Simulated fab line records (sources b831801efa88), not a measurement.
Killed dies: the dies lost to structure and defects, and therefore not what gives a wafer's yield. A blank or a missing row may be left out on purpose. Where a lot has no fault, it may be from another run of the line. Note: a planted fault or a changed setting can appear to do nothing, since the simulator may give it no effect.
Matching of chambers	flow sky130	cmp-01 running SKY_CONTACT_CMP_04: 4 sister chambers
The step polishes SiO2. 8 wafers are shown with their chamber, then 8 later ones without.

WAFERS WITH THEIR CHAMBER
wafer	chamber	motor-current-A (A)	time-to-endpoint-s (s)
L190.1	3	11.8	85
L191.1	2	11.7	80
L191.3	3	12.5	80
L192.4	2	11.2	87
L197.2	1	12.1	84
L197.4	0	14.4	87
L197.6	0	13.4	87
L202.5	1	12.7	84

WAFERS WITH NO CHAMBER GIVEN
wafer	motor-current-A (A)	time-to-endpoint-s (s)
L204.5	11.2	87
L204.6	11.7	86
L209.1	12.0	87
L209.4	12.5	92
L209.5	14.2	89
L208.2	11.7	88
L208.3	12.6	92
L208.4	12.7	91

EACH ONE'S CHAMBER
wafer	from the rows above	in truth
L204.5	can't be placed: 2 or 3 or 1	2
L204.6	can't be placed: 2 or 3 or 1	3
L209.1	can't be placed: 1 or 3 or 2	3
L209.4	can't be placed: 1 or 0 or 3 or 2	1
L209.5	0	0
L208.2	can't be placed: 2 or 1 or 3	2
L208.3	can't be placed: 1 or 0 or 3 or 2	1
L208.4	can't be placed: 1 or 0 or 3 or 2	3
Placed correctly: 1 of 8. Not placeable from these rows: 7 (in 7, the candidates include the true chamber). Number placed wrongly: 0.
How it was worked out, from the rows above alone: a wafer's distance from a chamber is the root of the sum, over the readings, of the square of ((its reading less the chamber's mean) divided by the reading's scatter). If the next closest chamber is less than 2 further off than the closest, the wafer can't be placed; otherwise it belongs to the closest. A chamber's mean is the mean of its shown wafers. The scatter is the square root of a quotient: the sum, over the shown wafers, of each reading's squared deviation from its chamber's mean, divided by wafers minus chambers.
